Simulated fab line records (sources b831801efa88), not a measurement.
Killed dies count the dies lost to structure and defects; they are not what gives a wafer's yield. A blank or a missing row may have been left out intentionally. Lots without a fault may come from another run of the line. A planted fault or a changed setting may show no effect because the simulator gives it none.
Split-lot study | flow gf180mcu | 23 wafers read from 5 lots, route of 602 steps

== ON THE SPLIT ==
At GF_STI_OXIDATION_21 (stabilise 600 s, purge 300 s, target thk 15 nm), the setting temp_c was moved away from the recipe's 1000 C on 10 of the 23 wafers read, by -2.8% to +1.6%. This setting was run at the recipe's value on the other wafers.

There is no step in the file separating the split from the reading.

== THE READING ==
STI_OXIDATION_01_THK (nm), taken at GF_STI_THK_MEAS_22. Typical for fault-free wafers on this fab line: 14.82 nm, with standard deviation 0.22 nm.

wafer  | tool, chamber at the split | temp_c as run, C | against the recipe | STI_OXIDATION_01_THK, nm | against lot-mates on the recipe
L074.1 | -, -                       | 1000             | recipe             | 14.44                    | -
L074.2 | -, -                       | 1000             | recipe             | 14.74                    | -
L074.3 | -, -                       | 1000             | recipe             | 14.73                    | -
L074.4 | -, -                       | 1000             | recipe             | 14.71                    | -
L074.5 | -, -                       | 1000             | recipe             | 14.82                    | -
L076.2 | furnace-02, 0              | 1000             | recipe             | 14.37                    | -
L076.3 | furnace-02, 0              | 1000             | recipe             | 14.74                    | -
L076.6 | furnace-02, 0              | 1000             | recipe             | 14.63                    | -
L077.1 | -, -                       | 1000             | recipe             | 14.74                    | -
L077.3 | -, -                       | 1000             | recipe             | 14.79                    | -
L077.4 | -, -                       | 1000             | recipe             | 14.95                    | -
L077.5 | -, -                       | 1000             | recipe             | 14.65                    | -
L077.6 | -, -                       | 1000             | recipe             | 14.75                    | -
L082.2 | -, -                       | 972              | -2.8%              | 10.26                    | no lot-mate on the recipe
L082.3 | -, -                       | 972              | -2.8%              | 10.22                    | no lot-mate on the recipe
L082.4 | -, -                       | 972              | -2.8%              | 10.02                    | no lot-mate on the recipe
L082.5 | -, -                       | 972              | -2.8%              | 10.10                    | no lot-mate on the recipe
L082.6 | -, -                       | 972              | -2.8%              | 10.26                    | no lot-mate on the recipe
L084.1 | -, -                       | 1016             | +1.6%              | 17.10                    | no lot-mate on the recipe
L084.2 | -, -                       | 1016             | +1.6%              | 16.79                    | no lot-mate on the recipe
L084.3 | -, -                       | 1016             | +1.6%              | 16.75                    | no lot-mate on the recipe
L084.4 | -, -                       | 1016             | +1.6%              | 16.75                    | no lot-mate on the recipe
L084.5 | -, -                       | 1016             | +1.6%              | 16.80                    | no lot-mate on the recipe

THE FIT
A straight line over all 23 wafers: STI_OXIDATION_01_THK changes by +1.53 nm for each +1% of temp_c; r = +1.00; the points scatter about the line by 0.2 nm.
Too few moved wafers have a lot-mate on the recipe to fit a line with each lot's own level taken away.

== THE WHOLE CHAIN: every reading that the file lists as answering this split, in the file's order ==
step                | what it does                                   | reading                                                                          | change (the file's fit)              | r (the file's)
GF_STI_OXIDATION_21 | stabilise 600 s, purge 300 s, target thk 15 nm | SiO2_of_STI_OXIDATION_21.thk_nm (the simulator's own value, which no gauge read) | +1.53 nm for each +1% of the setting | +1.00
GF_STI_THK_MEAS_22  |                                                | STI_OXIDATION_01_THK                                                             | +1.53 for each +1% of the setting    | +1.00

== THE FILE'S OWN FIT ==
STI_OXIDATION_01_THK changes by +1.53 nm for each +1% of temp_c, r = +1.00.
